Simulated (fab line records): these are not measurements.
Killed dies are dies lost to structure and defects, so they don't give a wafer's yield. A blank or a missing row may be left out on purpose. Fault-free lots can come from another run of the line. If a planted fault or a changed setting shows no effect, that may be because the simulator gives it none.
fab line records	flow sky130
record lots=7	wafers=21	last-day=50
route steps=708 shown VT_ADJUST_LVTN@117 VT_ADJUST_NCORE@119 VT_ADJUST_HVTR@131 VT_ADJUST_PCH@143
lots with no fault: from the same line, run without faults
start-h: hours from the record's first day to the start of the lot's first wafer shown	wait-h: hours from the lot's prior step to this one	" repeats the value in the row above	L1.1+2: one row covering several wafers at once	- no value, or no start given	* or withheld: withheld	< > ~ a bound
route shown NAME@n: names a module that has steps shown in the file, with the first one's number in the route	usual: the fault-free wafers' mean and standard deviation	same: alike in all rows	chamber/n: place in a boat	sites: each site's reading	_std_site: their standard deviation	_edge_site: outer sites' mean less inner sites'	radius-mm: how far each site lies from the wafer's centre	mask NAME#n: copy n	behind: the tool/chamber that last shaped the wafer	hold: what put the lot on hold/how long, in hours/how the hold closed	device: names the non-switching transistor (n, p or np)	end of line: tests of these same wafers at the route's end	a step with no rows: only its recipe	killed: dies that structure and defects cost at the first sort, which is not the same as the wafer's yield	map: dies across one wafer; x = killed, . = not, _ = none there
set.NAME: the setting that was run; set.NAME@STEP: the one run at that earlier step	model.NAME: the simulator's own value behind a step, which no gauge read
certain route steps with their lots: each step a table, each wafer a row
services: when a tool's chamber went out of use (start-h, in hours from the record's first day, below 0 if earlier), for how many hours, and the reason
## steps
# step SKY_VT_ADJUST_LVTN_STRIP_20
# recipe chemistry=O2/N2	power-w=1400	pressure-mtorr=1500	platen-temp-c=withheld	o2-flow-sccm=3000	n2-flow-sccm=300	overash-fraction=0.5
# usual chamber-pressure-mTorr=1500.0/1.2	drypump-motor-current-A=6.1/0.38	oes-product-au=0.716/0.0045	strip-time-to-endpoint-s=14.17/0.043
lot.wafer	tool	chamber	start-h	wait-h	chamber-pressure-mTorr	drypump-motor-current-A	oes-product-au	rf-hours-counter-h	strip-time-to-endpoint-s
L403.3	plasma-asher-01	0	214.47	0.1	1500.9	5.5	0.720	-	14.13
L403.5	"	0	"	"	1499.8	5.5	0.720	-	14.12
L403.6	"	1	"	"	1501.1	6.2	0.709	-	14.14
L408.2	plasma-asher-01	0	244.65	0.1	1499.5	5.4	0.712	57	14.15
L408.5	"	1	"	"	1503.4	6.3	0.716	-	14.16
L408.6	"	0	"	"	1500.1	5.4	0.722	-	14.15
L409.4	plasma-asher-01	1	260.48	0.1	1502.3	6.2	0.719	-	14.18
L409.5	"	1	"	"	1500.5	6.2	0.713	-	14.19
L409.6	"	0	"	"	1500.4	5.5	0.723	-	14.18
L410.1	plasma-asher-02	1	270.19	0.1	1497.8	6.2	0.714	47	14.14
L410.2	"	0	"	"	1499.5	6.3	0.718	47	14.21
L410.4	"	0	"	"	1499.8	6.3	0.710	-	14.16
L411.1	plasma-asher-02	0	270.90	0.1	1500.5	6.3	0.714	47	14.16
L411.2	"	1	"	"	1500.4	6.2	0.718	47	14.14
L411.4	"	0	"	"	1499.1	6.3	0.722	-	14.17
L414.2	plasma-asher-03	0	288.75	0.1	1497.2	5.7	0.714	59	14.18
L414.5	"	0	"	"	1499.5	5.7	0.715	-	14.18
L414.6	"	1	"	"	1500.9	6.8	0.727	-	14.12
L416.2	plasma-asher-02	0	307.69	0.1	1497.5	6.3	0.718	49	14.24
L416.3	"	1	"	"	1502.1	6.2	0.717	-	14.16
L416.6	"	0	"	"	1499.1	6.3	0.713	-	14.18
# step SKY_VT_ADJUST_LVTN_TW_MEAS_21
# usual VT_ADJUST_LVTN_2_TW=188.2/2.3
lot.wafer	tool	chamber	start-h	wait-h	VT_ADJUST_LVTN_2_TW
L403.3	film-metro-04	-	214.55	0.1	188.2
L403.5	"	-	"	"	188.3
L403.6	"	-	"	"	187.0
L408.2	film-metro-04	-	244.76	0.1	184.5
L408.5	"	-	"	"	184.5
L408.6	"	-	"	"	185.2
L409.4	film-metro-04	-	260.58	0.1	185.6
L409.5	"	-	"	"	184.9
L409.6	"	-	"	"	184.9
L410.1	film-metro-03	-	270.29	0.1	191.6
L410.2	"	-	"	"	191.1
L410.4	"	-	"	"	191.6
L411.1	film-metro-02	-	271.00	0.1	188.7
L411.2	"	-	"	"	188.8
L411.4	"	-	"	"	188.6
L414.2	film-metro-03	-	288.86	0.1	191.1
L414.5	"	-	"	"	191.1
L414.6	"	-	"	"	191.7
L416.2	film-metro-03	-	307.80	0.1	191.7
L416.3	"	-	"	"	191.3
L416.6	"	-	"	"	191.0
# step SKY_VT_ADJUST_NCORE_DEHYDRATE_00
# recipe temp-c=200	time-s=60
# step SKY_VT_ADJUST_NCORE_HMDS_01
# recipe prime-time-s=60	prime-temp-c=120
# step SKY_VT_ADJUST_NCORE_COAT_02
# recipe resist=NOVOLAK	spin-rpm=3000	resist-thk-nm=1140
# step SKY_VT_ADJUST_NCORE_SOFTBAKE_03
# recipe temp-c=90	time-s=60	resist=NOVOLAK
# step SKY_VT_ADJUST_NCORE_EXPOSE_04
# recipe mask-id=LVTN_COMPLEMENT_THIN	na=0.6	source-shape=conventional	sigma-outer=0.6	polarization=unpolarized	target-cd-nm=380	dose-mj=139
# step SKY_VT_ADJUST_NCORE_PEB_05
# recipe temp-c=withheld	time-s=*	resist=NOVOLAK
# step SKY_VT_ADJUST_NCORE_DEVELOP_06
# recipe resist=NOVOLAK	developer=TMAH	develop-time-s=60	dev-temp-c=23
# step SKY_VT_ADJUST_NCORE_CD_MEAS_07
# recipe target-cd-nm=380
# usual cd-nm=380.1/2.7
lot.wafer	tool	chamber	start-h	wait-h	cd-nm
L403.3	cd-sem-01	-	236.29	0.1	378.8
L403.5	"	-	"	"	378.0
L403.6	"	-	"	"	377.8
L408.2	cd-sem-01	-	267.95	0.1	385.7
L408.5	"	-	"	"	382.2
L408.6	"	-	"	"	380.1
L409.4	cd-sem-01	-	284.74	0.1	381.8
L409.5	"	-	"	"	387.4
L409.6	"	-	"	"	384.0
L410.1	cd-sem-02	-	295.28	0.1	376.9
L410.2	"	-	"	"	378.6
L410.4	"	-	"	"	377.3
L411.1	cd-sem-02	-	296.05	0.1	383.6
L411.2	"	-	"	"	382.9
L411.4	"	-	"	"	383.7
L414.2	cd-sem-02	-	313.92	0.1	376.8
L414.5	"	-	"	"	378.1
L414.6	"	-	"	"	379.0
L416.2	cd-sem-01	-	333.28	0.1	380.3
L416.3	"	-	"	"	381.4
L416.6	"	-	"	"	381.7
# step SKY_VT_ADJUST_NCORE_OVL_MEAS_08
# usual VT_ADJUST_NCORE_OVL=-0.3/1.4
lot.wafer	tool	chamber	start-h	wait-h	VT_ADJUST_NCORE_OVL[nm]
L403.3	overlay-02	-	236.38	0.1	-2.6
L403.5	"	-	"	"	-2.8
L403.6	"	-	"	"	-2.3
L408.2	overlay-02	-	268.06	0.1	-0.4
L408.5	"	-	"	"	-2.0
L408.6	"	-	"	"	-1.4
L409.4	overlay-01	-	284.82	0.1	0.4
L409.5	"	-	"	"	-2.2
L409.6	"	-	"	"	-0.4
L410.1	overlay-02	-	295.40	0.1	0.5
L410.2	"	-	"	"	1.3
L410.4	"	-	"	"	1.1
L411.1	overlay-01	-	296.17	0.1	-0.7
L411.2	"	-	"	"	0.6
L411.4	"	-	"	"	0.7
L414.2	overlay-01	-	314.02	0.1	-2.4
L414.5	"	-	"	"	-1.6
L414.6	"	-	"	"	-3.0
L416.2	overlay-02	-	333.39	0.1	1.9
L416.3	"	-	"	"	0.9
L416.6	"	-	"	"	0.8
# step SKY_VT_ADJUST_NCORE_IMPLANT_09
# recipe species=B	energy-kev=10	dose-cm2=2.4e+12	tilt-deg=withheld
# step SKY_VT_ADJUST_NCORE_STRIP_10
# recipe chemistry=O2/N2	power-w=1400	pressure-mtorr=1500	platen-temp-c=withheld	o2-flow-sccm=2881	n2-flow-sccm=300	overash-fraction=0.5
# usual chamber-pressure-mTorr=1499.9/1.4	drypump-motor-current-A=5.8/0.62	oes-product-au=0.715/0.0046	strip-time-to-endpoint-s=14.22/0.045
lot.wafer	tool	chamber	start-h	wait-h	chamber-pressure-mTorr	drypump-motor-current-A	oes-product-au	rf-hours-counter-h	strip-time-to-endpoint-s	model.NOVOLAK_of_VT_ADJUST_NCORE_COAT_02.thk-nm
L403.3	plasma-asher-02	0	236.59	0.1	1499.5	6.3	0.718	-	14.22	0
L403.5	"	0	"	"	1498.3	6.3	0.712	-	14.24	0
L403.6	"	1	"	"	1499.2	6.2	0.717	-	14.21	0
L408.2	plasma-asher-02	0	268.24	0.1	-	-	-	-	-	1139
L408.5	"	1	"	"	-	-	-	-	-	1140
L408.6	"	0	"	"	-	-	-	-	-	1140
L409.4	plasma-asher-04	1	285.02	0.1	-	-	-	-	-	1135
L409.5	"	0	"	"	-	-	-	-	-	1136
L409.6	"	1	"	"	-	-	-	-	-	1140
L410.1	plasma-asher-02	0	295.59	0.1	-	-	-	-	-	1144
L410.2	"	1	"	"	-	-	-	-	-	1140
L410.4	"	1	"	"	-	-	-	-	-	1141
L411.1	plasma-asher-04	1	296.35	0.1	1498.8	5.4	0.715	17	14.27	0
L411.2	"	0	"	"	1501.2	5.0	0.715	17	14.27	0
L411.4	"	1	"	"	1501.7	5.4	0.717	-	14.26	0
L414.2	plasma-asher-02	0	314.20	0.1	1500.0	6.3	0.716	50	14.24	0
L414.5	"	1	"	"	1499.4	6.2	0.718	-	14.24	0
L414.6	"	0	"	"	1502.4	6.3	0.716	-	14.26	0
L416.2	plasma-asher-03	1	333.57	0.1	1498.5	6.9	0.714	63	14.24	0
L416.3	"	1	"	"	1499.0	6.8	0.719	-	14.20	0
L416.6	"	1	"	"	1501.0	6.8	0.711	-	14.21	0
# step SKY_VT_ADJUST_NCORE_TW_MEAS_11
# usual VT_ADJUST_NCORE_TW=218/3
lot.wafer	tool	chamber	start-h	wait-h	VT_ADJUST_NCORE_TW
L403.3	film-metro-04	-	236.67	0.1	220
L403.5	"	-	"	"	219
L403.6	"	-	"	"	218
L408.2	film-metro-01	-	268.35	0.1	216
L408.5	"	-	"	"	217
L408.6	"	-	"	"	216
L409.4	film-metro-04	-	285.12	0.1	219
L409.5	"	-	"	"	219
L409.6	"	-	"	"	219
L410.1	film-metro-04	-	295.69	0.1	217
L410.2	"	-	"	"	216
L410.4	"	-	"	"	217
L411.1	film-metro-03	-	296.45	0.1	223
L411.2	"	-	"	"	223
L411.4	"	-	"	"	222
L414.2	film-metro-03	-	314.31	0.1	223
L414.5	"	-	"	"	225
L414.6	"	-	"	"	223
L416.2	film-metro-01	-	333.68	0.1	216
L416.3	"	-	"	"	216
L416.6	"	-	"	"	216
# step SKY_VT_ADJUST_HVTR_DEHYDRATE_00
# recipe temp-c=200	time-s=60
# step SKY_VT_ADJUST_HVTR_HMDS_01
# recipe prime-time-s=60	prime-temp-c=120
# step SKY_VT_ADJUST_HVTR_COAT_02
# recipe resist=NOVOLAK	spin-rpm=3000	resist-thk-nm=1140
# step SKY_VT_ADJUST_HVTR_SOFTBAKE_03
# recipe temp-c=90	time-s=60	resist=NOVOLAK
# step SKY_VT_ADJUST_HVTR_EXPOSE_04
# recipe mask-id=HVTRM	target-cd-nm=380	na=0.6	source-shape=conventional	sigma-outer=0.6	dose-mj=150
# step SKY_VT_ADJUST_HVTR_PEB_05
# recipe temp-c=withheld	time-s=*	resist=NOVOLAK
# step SKY_VT_ADJUST_HVTR_DEVELOP_06
# recipe develop-time-s=60	dev-temp-c=23
# step SKY_VT_ADJUST_HVTR_CD_MEAS_07
# recipe target-cd-nm=380
# usual cd-nm=380.6/2.6
lot.wafer	tool	chamber	start-h	wait-h	cd-nm
L403.3	cd-sem-01	-	259.17	0.1	384.8
L403.5	"	-	"	"	381.7
L403.6	"	-	"	"	384.1
L408.2	cd-sem-02	-	292.92	0.1	377.1
L408.5	"	-	"	"	379.5
L408.6	"	-	"	"	377.4
L409.4	cd-sem-01	-	310.14	0.1	380.2
L409.5	"	-	"	"	380.9
L409.6	"	-	"	"	380.6
L410.1	cd-sem-02	-	320.93	0.1	383.0
L410.2	"	-	"	"	379.1
L410.4	"	-	"	"	378.4
L411.1	cd-sem-01	-	322.20	0.1	378.7
L411.2	"	-	"	"	378.3
L411.4	"	-	"	"	378.2
L414.2	cd-sem-02	-	340.40	0.1	375.6
L414.5	"	-	"	"	373.8
L414.6	"	-	"	"	378.2
L416.2	cd-sem-02	-	360.37	0.1	377.8
L416.3	"	-	"	"	378.5
L416.6	"	-	"	"	376.8
# step SKY_VT_ADJUST_HVTR_OVL_MEAS_08
# usual VT_ADJUST_HVTR_OVL=0.1/1.8
lot.wafer	tool	chamber	start-h	wait-h	VT_ADJUST_HVTR_OVL[nm]
L403.3	overlay-01	-	259.26	0.1	0.3
L403.5	"	-	"	"	2.2
L403.6	"	-	"	"	0.0
L408.2	overlay-02	-	293.03	0.1	-0.1
L408.5	"	-	"	"	-0.7
L408.6	"	-	"	"	1.3
L409.4	overlay-01	-	310.22	0.1	4.5
L409.5	"	-	"	"	1.7
L409.6	"	-	"	"	3.0
L410.1	overlay-01	-	321.05	0.1	1.7
L410.2	"	-	"	"	1.0
L410.4	"	-	"	"	1.3
L411.1	overlay-01	-	322.32	0.1	-4.6
L411.2	"	-	"	"	-2.7
L411.4	"	-	"	"	-4.2
L414.2	overlay-02	-	340.51	0.1	0.4
L414.5	"	-	"	"	0.9
L414.6	"	-	"	"	1.7
L416.2	overlay-01	-	360.48	0.1	0.5
L416.3	"	-	"	"	-0.3
L416.6	"	-	"	"	1.6
# step SKY_VT_ADJUST_HVTR_IMPLANT_09
# recipe species=B	energy-kev=10	dose-cm2=2.1e+12	tilt-deg=withheld
# step SKY_VT_ADJUST_HVTR_STRIP_10
# recipe chemistry=O2/N2	power-w=1400	pressure-mtorr=1500	platen-temp-c=withheld	o2-flow-sccm=3000	n2-flow-sccm=300	overash-fraction=0.5
# usual chamber-pressure-mTorr=1500.2/1.3	drypump-motor-current-A=5.6/0.57	oes-product-au=0.716/0.0045	strip-time-to-endpoint-s=14.19/0.045
lot.wafer	tool	chamber	start-h	wait-h	chamber-pressure-mTorr	drypump-motor-current-A	oes-product-au	rf-hours-counter-h	strip-time-to-endpoint-s
L403.3	plasma-asher-04	0	259.47	0.1	1501.1	5.0	0.715	-	14.24
L403.5	"	1	"	"	1501.1	5.4	0.718	-	14.22
L403.6	"	0	"	"	1502.1	5.0	0.711	-	14.20
L408.2	plasma-asher-04	0	293.21	0.1	1502.8	5.0	0.722	17	31.31
L408.5	"	0	"	"	1500.2	5.0	0.720	-	31.27
L408.6	"	1	"	"	1501.0	5.4	0.720	-	31.31
L409.4	plasma-asher-04	1	310.42	0.1	1501.5	5.4	0.725	-	31.19
L409.5	"	0	"	"	1499.3	5.0	0.720	-	31.22
L409.6	"	1	"	"	1501.8	5.4	0.729	-	31.27
L410.1	plasma-asher-01	0	321.24	0.1	1499.6	5.5	0.714	64	31.33
L410.2	"	1	"	"	1498.7	6.3	0.716	64	31.24
L410.4	"	0	"	"	1500.7	5.5	0.719	-	31.29
L411.1	plasma-asher-04	1	322.51	0.1	1498.3	5.4	0.712	20	14.11
L411.2	"	0	"	"	1500.8	5.0	0.717	20	14.11
L411.4	"	0	"	"	1499.9	5.0	0.718	-	14.12
L414.2	plasma-asher-03	1	340.69	0.1	1499.8	6.8	0.722	63	14.18
L414.5	"	1	"	"	1501.5	6.8	0.718	-	14.20
L414.6	"	0	"	"	1500.3	5.8	0.716	-	14.17
L416.2	plasma-asher-03	1	360.66	0.1	1499.5	6.8	0.721	65	14.13
L416.3	"	0	"	"	1500.1	5.8	0.713	-	14.16
L416.6	"	0	"	"	1500.9	5.8	0.707	-	14.15
# step SKY_VT_ADJUST_HVTR_TW_MEAS_11
# usual VT_ADJUST_HVTR_TW=212/3.2
lot.wafer	tool	chamber	start-h	wait-h	VT_ADJUST_HVTR_TW
L403.3	film-metro-03	-	259.56	0.1	215
L403.5	"	-	"	"	216
L403.6	"	-	"	"	215
L408.2	film-metro-03	-	293.32	0.1	31
L408.5	"	-	"	"	30
L408.6	"	-	"	"	31
L409.4	film-metro-03	-	310.52	0.1	30
L409.5	"	-	"	"	31
L409.6	"	-	"	"	30
L410.1	film-metro-01	-	321.34	0.1	30
L410.2	"	-	"	"	30
L410.4	"	-	"	"	30
L411.1	film-metro-03	-	322.61	0.1	215
L411.2	"	-	"	"	215
L411.4	"	-	"	"	215
L414.2	film-metro-03	-	340.80	0.1	214
L414.5	"	-	"	"	214
L414.6	"	-	"	"	215
L416.2	film-metro-03	-	360.77	0.1	216
L416.3	"	-	"	"	214
L416.6	"	-	"	"	216
# step SKY_VT_ADJUST_PCH_DEHYDRATE_00
# recipe temp-c=200	time-s=60
## services
tool	chamber	start-h	hours	kind
plasma-asher-04	-	199.24	2.8	pm
plasma-asher-04	-	217.45	0.4	repair
plasma-asher-03	-	226.55	4.0	repair
plasma-asher-03	-	245.89	2.5	repair
plasma-asher-01	-	261.90	2.4	repair
plasma-asher-03	-	269.32	1.4	repair
plasma-asher-02	-	272.30	10.8	repair
plasma-asher-03	-	314.18	2.8	pm
## key
first-sign step=SKY_VT_ADJUST_NCORE_STRIP_10	reading=tool-record	direction=missing
effect step=SKY_VT_ADJUST_HVTR_STRIP_10	reading=strip-time-to-endpoint-s	direction=up	sigmas=99+	usual=*	struck=*
effect step=SKY_VT_ADJUST_HVTR_TW_MEAS_11	reading=VT_ADJUST_HVTR_TW	direction=down	sigmas=57	usual=212	struck=30
model-effect step=SKY_VT_ADJUST_NCORE_STRIP_10	value=NOVOLAK_of_VT_ADJUST_NCORE_COAT_02.thk-nm	without=0	struck=1139
met-at SKY_VT_ADJUST_NCORE_STRIP_10
struck-wafers L408.2,L408.5,L408.6,L409.4,L409.5,L409.6,L410.1,L410.2,L410.4
sort-left-out L408.2,L408.5,L408.6,L409.4,L409.5,L409.6,L410.1,L410.2,L410.4
tester-left-out L408,L409,L410
onset-between 236.59 268.24
fault kind=skipped-step-whole	tool=plasma-asher-02,plasma-asher-04	chamber=-	onset-h=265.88	steps=SKY_VT_ADJUST_NCORE_STRIP_10	scope=struck-lots-only
# tester-left-out: of these lots the tester's yield and bins aren't shown, on N5 and GAA mostly nor the transistor test; their killed dies are dies lost to structure and defects alone, not to doping, threshold or leakage, so they don't give the yield
# sort-left-out: the simulated sort isn't trusted on such a fault, so these wafers' sort isn't shown, and their yield isn't known
